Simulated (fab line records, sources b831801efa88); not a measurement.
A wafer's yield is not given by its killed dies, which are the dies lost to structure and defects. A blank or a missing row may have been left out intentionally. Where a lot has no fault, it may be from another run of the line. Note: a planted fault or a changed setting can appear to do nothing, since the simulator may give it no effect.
Which tool was responsible? | flow sky130 | Sampling: 13 lots, 39 wafers, 2 of 708 route steps

== WHAT THE GAUGES SHOWED, per wafer ==
SKY_SONOS_ONO_OVL_MEAS_14. Usual: SONOS_ONO_OVL 0.1 nm, standard deviation 1.2.
lot  | measured     | on         | SONOS_ONO_OVL (nm) | flag
L111 | day 12 19:25 | overlay-01 | 0.9 0.1 0.4        |
L112 | day 12 22:43 | overlay-01 | -2.8 -1.2 -0.6     |
L113 | day 13 08:17 | overlay-01 | -0.6 0.2 -0.9      |
L118 | day 15 09:59 | overlay-01 | 1.4 1.8 0.3        |
L119 | day 15 17:40 | overlay-02 | 1.3 1.0 -1.1       |
L120 | day 15 18:26 | overlay-02 | -0.9 1.0 -0.6      |
L125 | day 17 14:23 | overlay-01 | -1.5 -0.4 -0.8     |
L126 | day 18 03:02 | overlay-02 | 0.6 3.0 -0.2       |
L128 | day 18 20:10 | overlay-02 | 0.5 1.2 0.6        |
L129 | day 18 21:50 | overlay-02 | -0.6 -2.3 -1.3     |
L130 | day 19 11:54 | overlay-01 | 0.7 0.2 -1.2       |
L131 | day 19 12:10 | overlay-01 | 1.1 0.3 2.5        |
L133 | day 20 10:14 | overlay-01 | 0.6 0.1 1.0        |

SKY_POLY_GATE_OVL_MEAS_14. Usual: POLY_GATE_OVL -5 nm, standard deviation 4.8.
lot  | measured     | on         | POLY_GATE_OVL (nm) | flag
L111 | day 16 13:29 | overlay-01 | 1 5 -5             |
L112 | day 16 16:05 | overlay-02 | -5 -10 -2          |
L113 | day 17 01:29 | overlay-02 | -4 -1 0            |
L118 | day 19 22:50 | overlay-02 | -1 -3 -8           |
L119 | day 20 07:53 | overlay-02 | 1 -5 -4            |
L120 | day 20 07:40 | overlay-01 | -3 -8 -2           |
L125 | day 21 21:31 | overlay-02 | -7 -1 5            |
L126 | day 22 09:20 | overlay-02 | 4 0 -4             |
L128 | day 23 00:40 | overlay-01 | -5 2 -3            |
L129 | day 23 02:49 | overlay-02 | -4 -13 1           |
L130 | day 23 16:51 | overlay-01 | -8 -3 -1           |
L131 | day 23 18:48 | overlay-02 | -2 -7 -6           |
L133 | day 24 15:13 | overlay-02 | -10 -9 -10         |

== WHAT TOOL EACH LOT RAN ON (gives the tool, then ch and the chambers of the sampled wafers, and finally the start) ==
There is no process step in the record ahead of these readings.

== WHAT THE TOOLS THEMSELVES READ (means of the sampled wafers that have a number; where no wafer has one, the mark that the record gives instead) ==
The record holds no such reading with a usual standard deviation.

== THE ANSWER, worked out from the rows above alone ==
Rule: take the mean of a lot's wafers that have a number; if it is more than 3 standard deviations from the usual mean, the lot is off. A lot without any number at a reading at which 4 lots or more have one is off too. All remaining lots with rows at the step are treated as sound. After the gauges, taken in route order, come the tools' own readings; for these a lot's mean is taken, as printed above. At the first step where some lot is off, the reading lying furthest off is the one used; lots without a number count as furthest.
No lot is off on any of the readings shown, so nothing can be concluded from this.

== WHAT THE SIMULATOR PUT IN ==
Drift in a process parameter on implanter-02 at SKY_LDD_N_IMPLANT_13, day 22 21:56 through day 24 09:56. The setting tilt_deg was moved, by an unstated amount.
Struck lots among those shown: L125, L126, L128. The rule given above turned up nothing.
